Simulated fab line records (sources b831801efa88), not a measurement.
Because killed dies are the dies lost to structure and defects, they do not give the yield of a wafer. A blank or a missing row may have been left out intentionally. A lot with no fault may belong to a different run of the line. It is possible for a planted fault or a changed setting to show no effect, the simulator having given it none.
Chamber matching || flow sky130 || SKY_METAL3_ETCH_17 on rieDiel-01 has 4 sister chambers
The step etches SiO2 in C4F8/O2/Ar, stops on TiN, time 3.9 s, target depth 15 nm. 8 wafers are shown with their chamber, then 11 later ones without.

== WAFERS, EACH WITH ITS CHAMBER ==
{"wafer": "L078.5", "chamber": 1, "oesProductAu (a.u.)": 0.767}
{"wafer": "L082.1", "chamber": 1, "oesProductAu (a.u.)": 0.767}
{"wafer": "L083.6", "chamber": 3, "oesProductAu (a.u.)": 0.753}
{"wafer": "L086.4", "chamber": 2, "oesProductAu (a.u.)": 0.756}
{"wafer": "L086.5", "chamber": 3, "oesProductAu (a.u.)": 0.765}
{"wafer": "L089.3", "chamber": 2, "oesProductAu (a.u.)": 0.761}
{"wafer": "L089.6", "chamber": 0, "oesProductAu (a.u.)": 0.780}
{"wafer": "L090.1", "chamber": 0, "oesProductAu (a.u.)": 0.746}

== WAFERS WITH NO CHAMBER GIVEN ==
{"wafer": "L090.3", "oesProductAu (a.u.)": 0.748}
{"wafer": "L090.6", "oesProductAu (a.u.)": 0.762}
{"wafer": "L094.4", "oesProductAu (a.u.)": 0.756}
{"wafer": "L094.5", "oesProductAu (a.u.)": 0.760}
{"wafer": "L094.6", "oesProductAu (a.u.)": 0.755}
{"wafer": "L097.1", "oesProductAu (a.u.)": 0.758}
{"wafer": "L097.2", "oesProductAu (a.u.)": 0.758}
{"wafer": "L097.3", "oesProductAu (a.u.)": 0.767}
{"wafer": "L097.4", "oesProductAu (a.u.)": 0.761}
{"wafer": "L097.5", "oesProductAu (a.u.)": 0.768}
{"wafer": "L097.6", "oesProductAu (a.u.)": 0.761}

== WHICH CHAMBER EACH ONE RAN IN ==
{"wafer": "L090.3", "from the rows above": "can't be placed: 2 or 3 or 0 or 1", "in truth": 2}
{"wafer": "L090.6", "from the rows above": "can't be placed: 0 or 3 or 2 or 1", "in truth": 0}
{"wafer": "L094.4", "from the rows above": "can't be placed: 2 or 3 or 0 or 1", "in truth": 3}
{"wafer": "L094.5", "from the rows above": "can't be placed: 3 or 2 or 0 or 1", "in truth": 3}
{"wafer": "L094.6", "from the rows above": "can't be placed: 2 or 3 or 0 or 1", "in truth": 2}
{"wafer": "L097.1", "from the rows above": "can't be placed: 2 or 3 or 0 or 1", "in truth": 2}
{"wafer": "L097.2", "from the rows above": "can't be placed: 2 or 3 or 0 or 1", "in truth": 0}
{"wafer": "L097.3", "from the rows above": "can't be placed: 1 or 0 or 3 or 2", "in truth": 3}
{"wafer": "L097.4", "from the rows above": "can't be placed: 0 or 3 or 2 or 1", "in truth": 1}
{"wafer": "L097.5", "from the rows above": "can't be placed: 1 or 0 or 3 or 2", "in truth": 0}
{"wafer": "L097.6", "from the rows above": "can't be placed: 0 or 3 or 2 or 1", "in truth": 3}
Placed correctly: 0 of 11. Not placeable from these rows: 11 (in 11, the candidates include the true chamber). Number placed wrongly: 0.
How it was worked out, from the rows above alone: a wafer's distance from a chamber is the root of the sum, over the readings, of the square of ((its reading less the chamber's mean) divided by the reading's scatter). If the next closest chamber is less than 2 further off than the closest, the wafer can't be placed; otherwise it belongs to the closest. A chamber's mean is the mean of its shown wafers. How the scatter is found: for the shown wafers, subtract from each reading the mean of its chamber, square and add these, divide the total by (wafers less chambers), then take the root.
